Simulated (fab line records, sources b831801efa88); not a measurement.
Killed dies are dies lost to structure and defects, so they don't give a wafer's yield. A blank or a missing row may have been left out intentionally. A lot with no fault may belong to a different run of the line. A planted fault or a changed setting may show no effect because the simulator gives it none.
Split-lot study    flow sky130    route with 708 steps; 5 lots, 23 wafers read

## SPLIT DETAILS
At SKY_FIELD_ISO_DEVELOP_12 (develop time 60 s), the setting devTempC was moved away from the recipe's 21 C on 7 of the 23 wafers read, by +9.7% to +13.6%. All remaining wafers had this setting at the recipe value.

Between the split and the reading, the file records no step.

## THE READING
cdNm, in nm, at SKY_FIELD_ISO_CD_MEAS_13 (target cd 150 nm). Fault-free wafers of this fab line usually give 150.3 nm, standard deviation 1 nm.

wafer   tool, chamber at the split  devTempC as run, C  against the recipe  cdNm, nm  against lot-mates on the recipe
L074.1  lithoTrack-01, 0            21                  recipe              151.3     -
L074.2  lithoTrack-01, 0            23.86               +13.6%              147.9     -2.6
L074.3  lithoTrack-01, 0            21                  recipe              149.0     -
L074.5  lithoTrack-01, 0            23.86               +13.6%              147.8     -2.7
L074.6  lithoTrack-01, 0            21                  recipe              151.2     -
L075.1  lithoTrack-03, 0            21                  recipe              150.9     -
L075.3  lithoTrack-03, 0            23.04               +9.7%               149.4     -1.6
L075.4  lithoTrack-03, 0            23.04               +9.7%               148.0     -3.0
L075.5  lithoTrack-03, 0            21                  recipe              151.1     -
L075.6  lithoTrack-03, 0            23.04               +9.7%               147.5     -3.5
L077.1  lithoTrack-01, 0            21                  recipe              151.5     -
L077.2  lithoTrack-01, 0            21                  recipe              150.9     -
L077.4  lithoTrack-01, 0            21                  recipe              150.2     -
L077.5  lithoTrack-01, 0            21                  recipe              150.3     -
L077.6  lithoTrack-01, 0            21                  recipe              151.1     -
L081.1  lithoTrack-03, 0            21                  recipe              151.9     -
L081.3  lithoTrack-03, 0            21                  recipe              152.9     -
L081.4  lithoTrack-03, 0            21                  recipe              152.3     -
L085.1  lithoTrack-02, 0            21                  recipe              149.3     -
L085.2  lithoTrack-02, 0            21                  recipe              149.3     -
L085.3  lithoTrack-02, 0            23.85               +13.6%              145.8     -3.2
L085.4  lithoTrack-02, 0            21                  recipe              148.5     -
L085.5  lithoTrack-02, 0            23.85               +13.6%              146.0     -3.0

FIT RESULTS
A straight line over all 23 wafers: cdNm changes by -0.275 nm for each +1% of devTempC; r = -0.81; the points scatter about the line by 1.2 nm.
The same after taking each lot's own level away (the mean of its wafers on the recipe; 23 wafers): -0.229 nm for each +1%; r = -0.90; scatter 0.64 nm.
On that fit, the largest move of devTempC shifts the reading by 3.1 nm.
Across the lots, their own levels run from 149.03 to 152.37 nm, a range of 3.3 times the standard deviation given above.
So the lot-to-lot level changes the slope: the two fits differ.
Check: -3.26 nm against its lot-mates is what the line predicts for one of the wafers moved furthest among these (+13.6%) when that wafer is left out of the fit. Against them it came out at -2.6 nm.

## FILE'S OWN FIT
cdNm changes by -0.226 nm for each +1% of devTempC, r = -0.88.
